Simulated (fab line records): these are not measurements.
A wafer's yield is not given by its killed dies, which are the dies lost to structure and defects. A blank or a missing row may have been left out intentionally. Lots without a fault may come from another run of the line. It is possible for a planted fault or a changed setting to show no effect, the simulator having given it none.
What tool caused it? -- flow gf180mcu -- 18 wafers from 6 lots sampled at 3 of the route's 602 steps

## WHAT EACH GAUGE READ, for each wafer
GF_M5_OVL_MEAS_08.
lot,measured,on,M5_OVL (nm)
L398,day 26 14:25,overlay-02,1 -7 -9
L400,day 27 03:19,overlay-02,3 2 2
L403,day 28 04:14,overlay-01,0 -3 -4
L407,day 29 07:38,overlay-02,0 -2 0
L413,day 31 07:10,overlay-01,1 6 11
L419,day 32 13:38,overlay-01,-5 6 -5

## WHICH TOOL RAN EACH LOT (tool, then ch and the chambers of the sampled wafers, then the start)
lot,GF_V2_CVD_02,GF_M3_SPUTTER_04
L398,"pecvd-04 ch 0,2, day 19 16:32","pvdSputter-02, day 20 18:39"
L400,"pecvd-04 ch 1,2, day 20 06:45","pvdSputter-04, day 21 08:38"
L403,"pecvd-04 ch 1,2, day 21 13:13","pvdSputter-01, day 22 14:46"
L407,"pecvd-01 ch 0,2, day 22 19:30","pvdSputter-02, day 23 20:20"
L413,"pecvd-01 ch 0,1, day 25 06:15","pvdSputter-02, day 26 05:24"
L419,"pecvd-01 ch 0,1, day 26 17:47","pvdSputter-04, day 27 17:09"
- GF_V2_CVD_02: deposits SiO2 from TEOS, target thk 850 nm, time 94.851 s.
- GF_M3_SPUTTER_04: material TiN, target thk 50 nm, time 41.7 s.

## THE ANSWER, worked out from the rows above alone
Rule: usual is defined by the lots themselves. The widest of any qualifying gaps counts: lots, ordered by their means at a reading, are off when they make up no more than a third of the lots, leave a main group of 4 or more, and stand apart from it by 3 or more times the standard deviation of that group's means. The tables above print the reading to a certain number of digits; a main group whose means all agree to those digits is not used. A lot without any number at a reading at which 4 lots or more have one is off too. All remaining lots with rows at the step are treated as sound.
None of the lots is off at any reading shown; this tells nothing.

## WHAT WAS PUT IN BY THE SIMULATOR
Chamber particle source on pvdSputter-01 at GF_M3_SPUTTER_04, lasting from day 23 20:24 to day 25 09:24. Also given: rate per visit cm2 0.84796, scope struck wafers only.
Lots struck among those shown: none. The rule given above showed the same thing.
